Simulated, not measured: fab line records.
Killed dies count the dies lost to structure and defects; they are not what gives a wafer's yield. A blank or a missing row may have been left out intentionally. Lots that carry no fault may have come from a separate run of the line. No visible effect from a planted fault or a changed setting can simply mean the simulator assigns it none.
Comparing a struck lot with a sound one / flow sky130 / 17 out of 708 route steps
Sound: the wafers L148.1, L148.3, L148.6. Wafers struck: L153.2, L153.4, L153.6. The cause comes at the end.
Each step with rows lists, per side, the tool, then ch with its chambers, then its first start. Under that, the readings that differ: sound wafers / struck wafers / difference of the means / sigmas: that difference in standard deviations of wafers without a fault.
alike: readings with means less than 2 such deviations apart, plus words and numbers identical on both sides. not compared: withheld readings, readings lacking a value on some wafer, bounds such as >300 that could conceal the same value, and numbers that have no deviation in the record and whose values overlap.
A row with sigmas, a row that says differs or no value, or rows on one side alone: a step with any of these is where the two part. Numbers that have no deviation but don't overlap get no sigmas and don't part them. A reading that every wafer of one side lacks parts them only if that side has two wafers or more.

first, 1 step without rows for these wafers: SKY_VT_ADJUST_LVTN_IMPLANT_19.
SKY_VT_ADJUST_LVTN_STRIP_20: strips in O2/N2.
  sound on plasma-asher-01 ch 0,1, day 8 22:16; struck on plasma-asher-04 ch 0,1, day 10 10:16
  alike: drypump-motor-current-A, oes-product-au, strip-time-to-endpoint-s
  not compared: rf-hours-counter-h
SKY_VT_ADJUST_LVTN_TW_MEAS_21:
  sound on film-metro-01 at day 8 22:22; struck on film-metro-01 at day 10 10:23
  alike: VT_ADJUST_LVTN_2_TW
then, 7 steps without rows for these wafers: SKY_VT_ADJUST_NCORE_DEHYDRATE_00 (time 60 s); SKY_VT_ADJUST_NCORE_HMDS_01 (prime time 60 s); SKY_VT_ADJUST_NCORE_COAT_02 (resist thk 1140 nm); SKY_VT_ADJUST_NCORE_SOFTBAKE_03 (time 60 s); SKY_VT_ADJUST_NCORE_EXPOSE_04 (exposes mask LVTN COMPLEMENT THIN, target cd 380 nm); SKY_VT_ADJUST_NCORE_PEB_05; SKY_VT_ADJUST_NCORE_DEVELOP_06 (develop time 60 s).
SKY_VT_ADJUST_NCORE_CD_MEAS_07: the cd target is 380 nm.
  sound on cd-sem-01 at day 9 17:59; struck on cd-sem-01 at day 11 07:51
  alike: cd-nm
SKY_VT_ADJUST_NCORE_OVL_MEAS_08:
  sound on overlay-02 at day 9 18:06; struck on overlay-01 at day 11 07:58
  alike: VT_ADJUST_NCORE_OVL
SKY_VT_ADJUST_NCORE_IMPLANT_09:
  sound on implanter-01 ch 0, day 9 18:08; struck on implanter-01 ch 0, day 11 08:01
reading=dose-ions-cm2; sound=2.4007e+12 2.4046e+12 2.4014e+12; struck=2.5903e+12 2.5925e+12 2.595e+12; difference=+1.9037e+11; sigmas=+73
reading=faraday-current-uA; sound=14.16 13.52 13.55; struck=14.78 14.71 14.73; difference=+1.00; sigmas=+4
SKY_VT_ADJUST_NCORE_STRIP_10: strips in O2/N2.
  sound on plasma-asher-02 ch 0,1, day 9 18:17; struck on plasma-asher-01 ch 0,1, day 11 08:08
  alike: drypump-motor-current-A, oes-product-au, strip-time-to-endpoint-s
  not compared: rf-hours-counter-h
SKY_VT_ADJUST_NCORE_TW_MEAS_11:
  sound on film-metro-03 at day 9 18:23; struck on film-metro-04 at day 11 08:15
reading=VT_ADJUST_NCORE_TW; sound=219.1 218.8 220.1; struck=226.4 226.3 225.6; difference=+6.8; sigmas=+3
then, 1 step without rows for these wafers: SKY_VT_ADJUST_HVTR_DEHYDRATE_00 (time 60 s).
-- the record jumps here: 37 days lie between the struck wafers' starts before and after (it left off in module VT_ADJUST_HVTR and takes up again in module PAD_OPEN, whose first step shown is number 708 of the route) --
SKY_PAD_OPEN_PROBE_99:
  sound on prober-02 at day 46 18:25; struck on prober-02 at day 48 05:32
reading=model.etest.nfet_16v.r-on-ohm-um; sound=1.431e+04 1.439e+04 1.434e+04; struck=1.48e+04 1.463e+04 1.47e+04; difference=+3.63e+02; sigmas=
reading=model.etest.res-pwell-under-gate.rs-ohm-sq; sound=2279 2284 2294; struck=2260 2261 2240; difference=-32; sigmas=
reading=model.etest.pfet-g5v0d10v5.drive-ua-um; sound=341.6 340.5 342.7; struck=352.4 348.9 352.2; difference=+9.6; sigmas=
reading=model.etest.pfet-g5v0d10v5.off-log10-a-um; sound=-12.47 -12.23 -12.15; struck=-11.32 -11.65 -11.41; difference=+0.82; sigmas=
reading=model.etest.pfet-g5v0d10v5.vt-sat-v (V); sound=-0.6184 -0.6038 -0.5958; struck=-0.516 -0.547 -0.5115; difference=+0.081; sigmas=
reading=model.etest.pfet_16v.vt-v (V); sound=-1.069 -1.064 -1.075; struck=-0.9837 -0.9922 -0.9822; difference=+0.0833; sigmas=
reading=model.etest.pfet-g5v0d10v5.vt-v (V); sound=-0.8224 -0.8095 -0.8027; struck=-0.7286 -0.7591 -0.7174; difference=+0.0765; sigmas=
reading=model.etest.pfet-g5v0d10v5.vt-long-v (V); sound=-0.9086 -0.9069 -0.9102; struck=-0.8307 -0.841 -0.8321; difference=+0.0740; sigmas=
  alike: killed_at_M0_to_M3, killed_at_M4_up, killed-at-contacts, killed-at-front-end, killed-at-other, killed-dies, killed-open, killed-short

== WHERE THEY PART ==
Last at SKY_VT_ADJUST_NCORE_TW_MEAS_11 as far as this record goes, first at SKY_VT_ADJUST_NCORE_IMPLANT_09. Later steps at which nothing parts them and some readings are alike: SKY_PAD_OPEN_PROBE_99.

WHY: the cause the simulator had injected
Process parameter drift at SKY_VT_ADJUST_NCORE_IMPLANT_09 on implanter-01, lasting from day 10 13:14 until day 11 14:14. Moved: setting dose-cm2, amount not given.
